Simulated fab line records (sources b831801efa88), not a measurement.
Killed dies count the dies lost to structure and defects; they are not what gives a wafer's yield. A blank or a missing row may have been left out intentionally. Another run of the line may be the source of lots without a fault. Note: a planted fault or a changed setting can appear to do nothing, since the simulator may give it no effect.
fab line records	flow sky130
record: lots: 13	wafers: 39	last_day: 50
route steps=708 shown METAL3@570 VIA4@657 METAL5@664 PAD_OPEN@708
lots untouched by any fault: they come from a run of this same line in which no faults occurred
start_h: start of the lot's first displayed wafer, in hours after the record's first day	wait_h: hours since the lot's step before	" the same as in the row above	L1.1+2: one row covering several wafers at once	- no value, or no start was given	* or withheld: withheld	< > ~ a bound
route shown NAME@n: NAME is a module with steps in the file, n the number in the route of the first one	usual: mean/standard deviation of fault-free wafers	same: alike in all rows	chamber/n: place in a boat	sites: the reading at each site	_std_site: the standard deviation of these	_edge_site: outer sites' mean less inner sites'	radius_mm: how far each site lies from the wafer's centre	mask NAME#n: copy n	behind: the tool/chamber that last shaped the wafer	hold: the reason the lot was held/the length of the hold in hours/how it ended	device: transistor that didn't switch, given as n, p or np	end of line: the tests these same wafers got at the end of their route	where a step has no rows: the recipe by itself	killed: count of dies lost to structure and defects at first sort (not the wafer's yield)	map: a wafer's dies, x killed, . not, _ none there
set.NAME: the setting the step ran with; set.NAME@STEP: the setting that earlier step ran with	model.NAME: the simulator's own value behind a step, which no gauge read
a sample of lots followed through the steps of the route, with each step as a table and each wafer as a row
services: when a tool's chamber went out of use (start_h, in hours from the record's first day, below 0 if earlier), for how many hours, and the reason
== steps ==
step: SKY_METAL3_STRIP_20
recipe: chemistry: post_etch_residue_remover	time_s: 1200	temp_c: 72.5
lot.wafer	tool	chamber	start_h	wait_h
L177.2+3+4	wet_bench-03	0	896.24	0.1
L179.3+4+6	wet_bench-01	2	910.42	0.0
L180.2+3+4	wet_bench-01	1	916.03	0.1
L182.3+5+6	wet_bench-01	3	935.10	0.0
L185.1+5+6	wet_bench-01	1	958.45	0.1
L190.1+5+6	wet_bench-03	1	999.69	0.1
L191.1+2+4	wet_bench-04	1	1006.24	0.1
L192.1+2+6	wet_bench-04	3	1008.87	0.1
L193.3+5+6	wet_bench-04	1	1011.05	0.0
L194.2+3+5	wet_bench-01	0	1025.92	0.1
L196.4+5+6	wet_bench-01	1	1030.50	0.0
L199.2+4+5	wet_bench-03	2	1044.75	0.1
L200.1+2+3	wet_bench-01	3	1054.58	0.1
step: SKY_VIA4_CVD_18
recipe: material: W	target_thk_nm: 505	time_s: 152.14	temp_c: 400	pressure_torr: 41.37
usual: heater_power_w: 839/51
lot.wafer	tool	chamber	start_h	wait_h	heater_power_w
L177.2	cvd_w-02	0	998.30	0.0	745
L177.3	"	1	"	"	911
L177.4	"	0	"	"	747
L179.3	cvd_w-02	1	1011.58	0.1	914
L179.4	"	0	"	"	747
L179.6	"	1	"	"	944
L180.2	cvd_w-02	1	1016.36	0.0	900
L180.3	"	1	"	"	896
L180.4	"	0	"	"	737
L182.3	cvd_w-01	1	1035.55	0.1	839
L182.5	"	0	"	"	862
L182.6	"	1	"	"	849
L185.1	cvd_w-01	0	1055.87	0.0	870
L185.5	"	1	"	"	832
L185.6	"	0	"	"	847
L190.1	cvd_w-02	1	1092.55	0.0	898
L190.5	"	1	"	"	922
L190.6	"	0	"	"	735
L191.1	cvd_w-01	1	1097.38	0.0	819
L191.2	"	0	"	"	860
L191.4	"	0	"	"	859
L192.1	cvd_w-01	1	1100.80	0.0	857
L192.2	"	0	"	"	843
L192.6	"	1	"	"	817
L193.3	cvd_w-01	1	1102.17	0.1	838
L193.5	"	1	"	"	814
L193.6	"	0	"	"	867
L194.2	cvd_w-01	1	1116.43	0.0	834
L194.3	"	0	"	"	887
L194.5	"	1	"	"	847
L196.4	cvd_w-01	1	1118.23	0.1	823
L196.5	"	0	"	"	858
L196.6	"	1	"	"	816
L199.2	cvd_w-01	0	1131.80	0.0	869
L199.4	"	1	"	"	832
L199.5	"	0	"	"	858
L200.1	cvd_w-02	0	1139.46	0.0	771
L200.2	"	1	"	"	893
L200.3	"	1	"	"	918
step: SKY_METAL5_SPUTTER_03
recipe: material: Ti	target_thk_nm: 5	power_w: 3000	time_s: 3.3	chamber_pressure_pa: 0.4
usual: throttle_valve_pct: 30.8/0.83
lot.wafer	tool	chamber	start_h	wait_h	throttle_valve_pct
L177.2	pvd_sputter-02	-	999.03	0.0	30.9
L177.3	"	-	"	"	30.9
L177.4	"	-	"	"	31.0
L179.3	pvd_sputter-03	-	1012.26	0.0	29.1
L179.4	"	-	"	"	30.0
L179.6	"	-	"	"	29.0
L180.2	pvd_sputter-02	-	1017.09	0.0	31.8
L180.3	"	-	"	"	30.8
L180.4	"	-	"	"	31.3
L182.3	pvd_sputter-03	-	1036.23	0.0	31.2
L182.5	"	-	"	"	30.1
L182.6	"	-	"	"	30.8
L185.1	pvd_sputter-02	-	1056.60	0.0	30.6
L185.5	"	-	"	"	31.5
L185.6	"	-	"	"	31.0
L190.1	pvd_sputter-04	-	1093.28	0.0	31.9
L190.5	"	-	"	"	31.3
L190.6	"	-	"	"	31.5
L191.1	pvd_sputter-03	-	1098.11	0.0	31.6
L191.2	"	-	"	"	30.9
L191.4	"	-	"	"	29.9
L192.1	pvd_sputter-03	-	1101.53	0.0	30.9
L192.2	"	-	"	"	30.1
L192.6	"	-	"	"	29.6
L193.3	pvd_sputter-04	-	1102.88	0.0	30.8
L193.5	"	-	"	"	31.2
L193.6	"	-	"	"	31.5
L194.2	pvd_sputter-03	-	1117.16	0.0	28.9
L194.3	"	-	"	"	29.6
L194.5	"	-	"	"	30.0
L196.4	pvd_sputter-02	-	1118.91	0.0	30.9
L196.5	"	-	"	"	30.6
L196.6	"	-	"	"	30.5
L199.2	pvd_sputter-02	-	1132.53	0.0	31.7
L199.4	"	-	"	"	31.3
L199.5	"	-	"	"	31.0
L200.1	pvd_sputter-04	-	1140.19	0.0	30.8
L200.2	"	-	"	"	31.6
L200.3	"	-	"	"	30.9
step: SKY_METAL5_SPUTTER_04
recipe: material: TiN	target_thk_nm: 70	power_w: 6500	time_s: 58.3	chamber_pressure_pa: 0.4
usual: throttle_valve_pct: 30.8/0.81
lot.wafer	tool	chamber	start_h	wait_h	throttle_valve_pct
L177.2	pvd_sputter-02	-	999.05	0.0	30.8
L177.3	"	-	"	"	31.2
L177.4	"	-	"	"	31.1
L179.3	pvd_sputter-03	-	1012.28	0.0	29.0
L179.4	"	-	"	"	29.8
L179.6	"	-	"	"	29.1
L180.2	pvd_sputter-02	-	1017.11	0.0	31.3
L180.3	"	-	"	"	30.9
L180.4	"	-	"	"	31.0
L182.3	pvd_sputter-03	-	1036.25	0.0	30.8
L182.5	"	-	"	"	29.8
L182.6	"	-	"	"	30.8
L185.1	pvd_sputter-02	-	1056.62	0.0	30.8
L185.5	"	-	"	"	31.5
L185.6	"	-	"	"	31.1
L190.1	pvd_sputter-04	-	1093.30	0.0	31.6
L190.5	"	-	"	"	31.1
L190.6	"	-	"	"	31.7
L191.1	pvd_sputter-03	-	1098.13	0.0	31.9
L191.2	"	-	"	"	30.7
L191.4	"	-	"	"	30.0
L192.1	pvd_sputter-03	-	1101.55	0.0	31.0
L192.2	"	-	"	"	29.8
L192.6	"	-	"	"	29.9
L193.3	pvd_sputter-04	-	1102.90	0.0	30.7
L193.5	"	-	"	"	31.0
L193.6	"	-	"	"	31.3
L194.2	pvd_sputter-03	-	1117.18	0.0	29.0
L194.3	"	-	"	"	29.8
L194.5	"	-	"	"	29.8
L196.4	pvd_sputter-02	-	1118.93	0.0	30.5
L196.5	"	-	"	"	30.9
L196.6	"	-	"	"	30.9
L199.2	pvd_sputter-02	-	1132.55	0.0	31.4
L199.4	"	-	"	"	31.0
L199.5	"	-	"	"	31.4
L200.1	pvd_sputter-04	-	1140.21	0.0	30.7
L200.2	"	-	"	"	31.5
L200.3	"	-	"	"	30.9
step: SKY_PAD_OPEN_PROBE_99
usual: defect_limited_yield: 82.4/1.9	killed_at_M0_to_M3: 42/7.1	killed_at_M4_up: 3.0/1.7	killed_at_contacts: 25/5	killed_at_front_end: 16/4.4	killed_at_other: 0.5/1.4	killed_dies: 87/9.2	killed_open: 47/6.2	killed_short: 39/6.6	sort_bin_3_pad_short: 0.9/0.46	sort_bin_5_function: 10.3/1.6	sort_bin_6_memory: 6.4/0.99	sort_n_pass: 405/9.2	sort_yield_pct: 82.4/1.9
same: gross_dies: 492	killed_at_back_side: 0	sort_bin_4_leakage[%]: 0	sort_bin_8_speed[%]: 0
lot.wafer	tool	chamber	start_h	wait_h	defect_limited_yield[%]	killed_at_M0_to_M3	killed_at_M4_up	killed_at_contacts	killed_at_front_end	killed_at_other	killed_dies	killed_open	killed_short	sort_bin_3_pad_short[%]	sort_bin_5_function[%]	sort_bin_6_memory[%]	sort_n_pass	sort_yield_pct[%]
L177.2	prober-01	-	1069.84	0.1	80.7	46	3	33	13	0	95	50	45	0.8	12.4	6.1	397	80.7
L177.3	prober-01	-	1069.89	0.2	83.3	32	4	25	21	0	82	46	36	0	8.7	7.9	410	83.3
L177.4	prober-01	-	1069.94	0.2	81.3	39	3	27	23	0	92	46	46	0.4	10.4	7.9	400	81.3
L182.3	prober-02	-	1103.05	0.2	75.6	83	0	21	16	0	120	41	34	3.7	14.4	6.3	372	75.6
L182.5	prober-02	-	1103.15	0.2	73.8	89	3	21	15	1	129	44	40	3.5	15.2	7.5	363	73.8
L182.6	prober-02	-	1103.20	0.2	73.2	88	3	25	16	0	132	44	47	2.4	17.5	6.9	360	73.2
L185.1	prober-01	-	1121.09	0.1	76.2	72	4	26	15	0	117	36	42	2.4	16.3	5.1	375	76.2
L185.5	prober-01	-	1121.29	0.2	76.4	71	4	23	18	0	116	35	39	4.3	14.0	5.3	376	76.4
L185.6	prober-01	-	1121.34	0.2	73.4	92	4	16	19	0	131	43	39	3.0	15.7	7.9	361	73.4
L192.1	prober-02	-	1161.56	0.1	82.9	31	8	27	18	0	84	53	31	1.2	10.0	5.9	408	82.9
L192.2	prober-02	-	1161.61	0.1	81.9	37	6	29	17	0	89	51	38	1.0	11.2	5.9	403	81.9
L192.6	prober-02	-	1161.81	0.2	82.1	31	2	37	18	0	88	48	40	0	12.8	5.1	404	82.1
L193.3	prober-02	-	1162.36	0.2	85.2	32	2	26	12	1	73	46	26	0.6	9.1	5.1	419	85.2
L193.5	prober-02	-	1162.46	0.2	86.6	32	2	16	16	0	66	33	33	0.4	8.5	4.5	426	86.6
L193.6	prober-02	-	1162.51	0.2	83.1	46	7	17	12	1	83	45	38	0.6	10.0	6.3	409	83.1
L196.4	prober-01	-	1177.58	0.2	81.7	37	3	24	25	1	90	50	36	0.6	12.2	5.5	402	81.7
L196.5	prober-01	-	1177.63	0.2	84.1	32	4	25	17	0	78	50	28	0.6	10.0	5.3	414	84.1
L196.6	prober-01	-	1177.68	0.2	80.7	47	4	21	23	0	95	55	36	0.8	11.8	6.7	397	80.7
L199.2	prober-02	-	1188.35	0.1	79.5	48	1	37	14	1	101	53	47	1.0	12.4	7.1	391	79.5
L199.4	prober-02	-	1188.45	0.2	79.9	45	2	34	18	0	99	56	43	1.0	11.6	7.5	393	79.9
L199.5	prober-02	-	1188.50	0.2	77.4	43	3	39	16	10	111	62	41	2.6	13.2	6.7	381	77.4
killed by level:class
L177.2 VIA1:geometric_particle:open=11 VIA1:geometric_particle:short=10 CONTACT:geometric_particle:open=10 VIA3:geometric_particle:open=8 LI_CONTACT:geometric_particle:open=8 LOCAL_INTERCONNECT:geometric_particle:short=5 CONTACT:geometric_particle:short=5 VIA2:geometric_particle:short=5
L177.3 CONTACT:geometric_particle:open=9 FIELD_ISO:geometric_particle:short=8 CONTACT:geometric_particle:short=7 VIA1:geometric_particle:open=7 POLY_GATE:geometric_particle:open=6 LI_CONTACT:geometric_particle:open=6 METAL1:geometric_particle:short=6 FIELD_ISO:geometric_particle:open=4
L177.4 LI_CONTACT:geometric_particle:open=10 CONTACT:geometric_particle:open=8 VIA2:geometric_particle:open=7 METAL1:geometric_particle:short=7 VIA1:geometric_particle:open=7 FIELD_ISO:geometric_particle:open=6 FIELD_ISO:geometric_particle:short=6 VIA1:geometric_particle:short=5
L182.3 METAL3:unspecified=44 VIA1:geometric_particle:open=9 CONTACT:geometric_particle:open=8 POLY_GATE:geometric_particle:short=6 METAL1:geometric_particle:short=6 METAL2:geometric_particle:short=6 LI_CONTACT:geometric_particle:open=5 VIA2:geometric_particle:open=5
L182.5 METAL3:unspecified=45 VIA3:geometric_particle:open=11 LI_CONTACT:geometric_particle:short=7 CONTACT:geometric_particle:open=7 VIA1:geometric_particle:open=7 METAL1:geometric_particle:short=6 METAL2:geometric_particle:short=6 FIELD_ISO:geometric_particle:open=4
L182.6 METAL3:unspecified=41 METAL1:geometric_particle:short=12 LI_CONTACT:geometric_particle:open=11 VIA1:geometric_particle:open=9 FIELD_ISO:geometric_particle:short=7 VIA3:geometric_particle:open=7 LOCAL_INTERCONNECT:geometric_particle:short=5 CONTACT:geometric_particle:open=5
L185.1 METAL3:unspecified=39 CONTACT:geometric_particle:open=10 METAL2:geometric_particle:short=7 FIELD_ISO:geometric_particle:short=6 CONTACT:geometric_particle:short=6 METAL1:geometric_particle:short=5 VIA1:geometric_particle:open=5 LI_CONTACT:geometric_particle:open=4
L185.5 METAL3:unspecified=42 CONTACT:geometric_particle:open=8 FIELD_ISO:geometric_particle:short=6 VIA1:geometric_particle:short=6 VIA1:geometric_particle:open=5 LI_CONTACT:geometric_particle:open=5 LOCAL_INTERCONNECT:geometric_particle:short=5 CONTACT:geometric_particle:short=4
L185.6 METAL3:unspecified=47 VIA1:geometric_particle:open=10 CONTACT:geometric_particle:open=7 METAL2:geometric_particle:short=7 VIA2:geometric_particle:open=7 VIA3:geometric_particle:open=5 VIA2:geometric_particle:short=5 POLY_GATE:geometric_particle:short=4
L192.1 CONTACT:geometric_particle:open=10 VIA1:geometric_particle:open=9 LI_CONTACT:geometric_particle:open=8 VIA3:geometric_particle:open=6 FIELD_ISO:geometric_particle:open=5 POLY_GATE:geometric_particle:short=4 CONTACT:geometric_particle:short=4 VIA1:geometric_particle:short=4
L192.2 VIA1:geometric_particle:open=12 LI_CONTACT:geometric_particle:open=8 VIA1:geometric_particle:short=7 VIA3:geometric_particle:open=7 FIELD_ISO:geometric_particle:open=6 CONTACT:geometric_particle:open=6 LOCAL_INTERCONNECT:geometric_particle:short=5 VIA2:geometric_particle:open=4
L192.6 LI_CONTACT:geometric_particle:open=12 CONTACT:geometric_particle:open=9 LOCAL_INTERCONNECT:geometric_particle:short=7 FIELD_ISO:geometric_particle:short=7 VIA1:geometric_particle:open=7 VIA2:geometric_particle:open=7 CONTACT:geometric_particle:short=6 FIELD_ISO:geometric_particle:open=3
L193.3 CONTACT:geometric_particle:open=15 VIA1:geometric_particle:open=9 LI_CONTACT:geometric_particle:open=5 METAL1:geometric_particle:short=5 FIELD_ISO:geometric_particle:open=4 VIA1:geometric_particle:short=4 FIELD_ISO:geometric_particle:short=3 LOCAL_INTERCONNECT:geometric_particle:short=3
L193.5 VIA1:geometric_particle:open=7 POLY_GATE:geometric_particle:short=5 LOCAL_INTERCONNECT:geometric_particle:short=5 FIELD_ISO:geometric_particle:open=4 LI_CONTACT:geometric_particle:open=4 CONTACT:geometric_particle:open=4 METAL1:geometric_particle:short=4 VIA2:geometric_particle:open=4
L193.6 METAL2:geometric_particle:short=9 VIA1:geometric_particle:open=9 CONTACT:geometric_particle:open=7 VIA3:geometric_particle:open=7 METAL4:geometric_particle:short=7 LI_CONTACT:geometric_particle:open=6 METAL1:geometric_particle:short=5 VIA2:geometric_particle:open=5
L196.4 LI_CONTACT:geometric_particle:open=11 POLY_GATE:geometric_particle:open=8 VIA1:geometric_particle:open=7 VIA2:geometric_particle:open=6 VIA1:geometric_particle:short=5 FIELD_ISO:geometric_particle:open=4 CONTACT:geometric_particle:open=4 CONTACT:geometric_particle:short=4
L196.5 VIA1:geometric_particle:open=13 CONTACT:geometric_particle:open=9 LI_CONTACT:geometric_particle:open=8 FIELD_ISO:geometric_particle:open=5 POLY_GATE:geometric_particle:short=5 METAL1:geometric_particle:short=5 VIA2:geometric_particle:open=5 LI_CONTACT:geometric_particle:short=4
L196.6 VIA1:geometric_particle:open=11 CONTACT:geometric_particle:short=8 FIELD_ISO:geometric_particle:open=7 VIA2:geometric_particle:open=7 LI_CONTACT:geometric_particle:open=7 VIA3:geometric_particle:open=6 CONTACT:geometric_particle:open=5 METAL3:geometric_particle:short=5
L199.2 CONTACT:geometric_particle:open=14 LI_CONTACT:geometric_particle:open=9 VIA3:geometric_particle:open=8 VIA1:geometric_particle:short=7 CONTACT:geometric_particle:short=6 VIA2:geometric_particle:open=6 LI_CONTACT:geometric_particle:short=5 METAL1:geometric_particle:short=5
L199.4 VIA1:geometric_particle:open=14 CONTACT:geometric_particle:open=10 LI_CONTACT:geometric_particle:open=8 CONTACT:geometric_particle:short=7 VIA2:geometric_particle:open=5 POLY_GATE:geometric_particle:open=5 LOCAL_INTERCONNECT:geometric_particle:short=5 FIELD_ISO:geometric_particle:open=4
L199.5 VIA1:geometric_particle:open=14 LI_CONTACT:geometric_particle:open=11 CONTACT:geometric_particle:open=11 CONTACT:geometric_particle:short=10 VIA3:geometric_particle:open=10 CAPM:area_etch=8 FIELD_ISO:geometric_particle:short=6 METAL1:geometric_particle:short=6
== services ==
tool	chamber	start_h	hours	kind
wet_bench-04	-	874.46	1.8	repair
cvd_w-02	-	884.72	1.4	repair
wet_bench-01	-	894.52	1.5	repair
pvd_sputter-02	0	903.28	-	consumable_replace:kit
pvd_sputter-02	0	903.28	18.0	scheduled_down
pvd_sputter-02	0	903.28	18.0	vent_cycle
pvd_sputter-02	-	903.46	4.9	repair
cvd_w-02	-	904.00	14.0	pm
pvd_sputter-02	-	912.67	2.7	repair
cvd_w-01	-	930.97	2.8	pm
pvd_sputter-02	-	953.53	2.9	repair
cvd_w-02	0	967.19	3.0	repair
cvd_w-01	0	995.70	17.6	repair
pvd_sputter-03	-	996.24	3.9	repair
cvd_w-02	-	1001.49	2.8	pm
wet_bench-03	-	1007.06	10.8	repair
pvd_sputter-03	3	1035.46	-	consumable_replace:kit
pvd_sputter-03	3	1035.46	18.0	scheduled_down
pvd_sputter-03	3	1035.46	18.0	vent_cycle
pvd_sputter-02	-	1051.59	1.8	repair
pvd_sputter-04	-	1073.62	3.0	repair
pvd_sputter-02	3	1074.04	-	consumable_replace:kit
pvd_sputter-02	3	1074.04	18.0	scheduled_down
pvd_sputter-02	3	1074.04	18.0	vent_cycle
== key ==
first_sign: step: SKY_PAD_OPEN_PROBE_99	reading: killed_at_M0_to_M3	direction: up	sigmas: 5.7	usual: 42	struck: 82
effect: step: SKY_PAD_OPEN_PROBE_99	reading: sort_bin_3_pad_short	direction: up	sigmas: 5	usual: 0.9	struck: 3.2
met_at SKY_METAL3_STRIP_20
struck_lots L182,L185
not_acting_at SKY_VIA4_CVD_18,SKY_METAL5_SPUTTER_03,SKY_METAL5_SPUTTER_04
onset_between 916.03 935.10
fault: kind: chamber_particle_source	tool: wet_bench-01	chamber: -	onset_h: 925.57	steps: SKY_METAL3_STRIP_20	rate_per_visit_cm2: 1.2585	end_h: 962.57
